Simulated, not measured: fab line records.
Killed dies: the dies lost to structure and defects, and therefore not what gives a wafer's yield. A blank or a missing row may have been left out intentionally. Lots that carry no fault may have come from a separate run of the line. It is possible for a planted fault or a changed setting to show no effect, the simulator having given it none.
A lot that was struck, set against a sound lot | flow gf180mcu | 15 steps out of a route of 602
Sound: these wafers, L798.4, L798.5, L798.6. Wafers L804.3, L804.4, L804.6 were the ones struck. At the end, the cause is stated.
Each step with rows lists, per side, the tool, then ch with its chambers, then its first start. Under that, the readings that differ: sound wafers | struck wafers | difference of the means | sigmas: that difference in standard deviations of wafers without a fault.
alike: same words and numbers on both sides, and readings whose means sit less than 2 such deviations apart. not compared: any withheld reading, any reading some wafer has no value for, any bound like >300 that may hide the same value, and any number with overlapping values for which the record gives no deviation.
The two part at a step that has a row with sigmas, a row that says differs or no value, or rows on one side only. Numbers that have no deviation but don't overlap get no sigmas and don't part them. A reading missing from all wafers of one side parts the sides only when that side holds two or more wafers.

first, 3 steps without rows for these wafers: GF_MVPSD_EXPOSE_04 (exposes mask MVPSD, target cd 1000 nm); GF_MVPSD_PEB_05; GF_MVPSD_DEVELOP_06 (develop time 60 s).
GF_MVPSD_OVL_MEAS_07:
  struck on overlay-02, day 9 03:58; sound on overlay-02, day 7 15:41
  reading        | sound       | struck         | difference | sigmas
  MVPSD_OVL (nm) | 3.0 2.8 2.3 | -1.1 -1.2 -1.3 | -3.9       | -3
then, 2 steps without rows for these wafers: GF_MVPSD_IMPLANT_08; GF_MVPSD_IMPLANT_09.
GF_MVPSD_STRIP_10: strips in O2/N2.
  sound on plasma_asher-03 ch 0,1, day 7 16:02; struck on plasma_asher-04 ch 0,1, day 9 04:19
  alike: chamber_pressure_mTorr, drypump_motor_current_A, heater_power_w, oes_product_au, strip_time_to_endpoint_s
  not compared: rf_hours_counter_h
GF_MVPSD_TW_MEAS_11:
  struck on film_metro-01, day 9 04:25; sound on film_metro-01, day 7 16:08
  alike: MVPSD_TW
then, 4 steps without rows for these wafers: GF_VT_IMPLANT_DEHYDRATE_00 (time 60 s); GF_VT_IMPLANT_HMDS_01 (prime time 60 s); GF_VT_IMPLANT_COAT_02 (resist thk 1000 nm); GF_VT_IMPLANT_SOFTBAKE_03 (time 60 s).
GF_VT_IMPLANT_EXPOSE_04: exposes mask LVPWELL LV AREA, target cd 600 nm.
  sound on iline_stepper-01 ch 0, day 7 23:59; struck on iline_stepper-01 ch 0, day 9 12:40
  reading              | sound                | struck               | difference | sigmas
  exposure_dose_mJ_cm2 | 139.99 139.87 139.98 | 137.76 137.40 137.39 | -2.43      | -17
  alike: mask
then, 2 steps without rows for these wafers: GF_VT_IMPLANT_PEB_05; GF_PASSIVATION_PROBE_99.

## WHERE THEY PART
First at GF_MVPSD_OVL_MEAS_07; last, within this record, at GF_VT_IMPLANT_EXPOSE_04.

WHY: what the simulator had put in
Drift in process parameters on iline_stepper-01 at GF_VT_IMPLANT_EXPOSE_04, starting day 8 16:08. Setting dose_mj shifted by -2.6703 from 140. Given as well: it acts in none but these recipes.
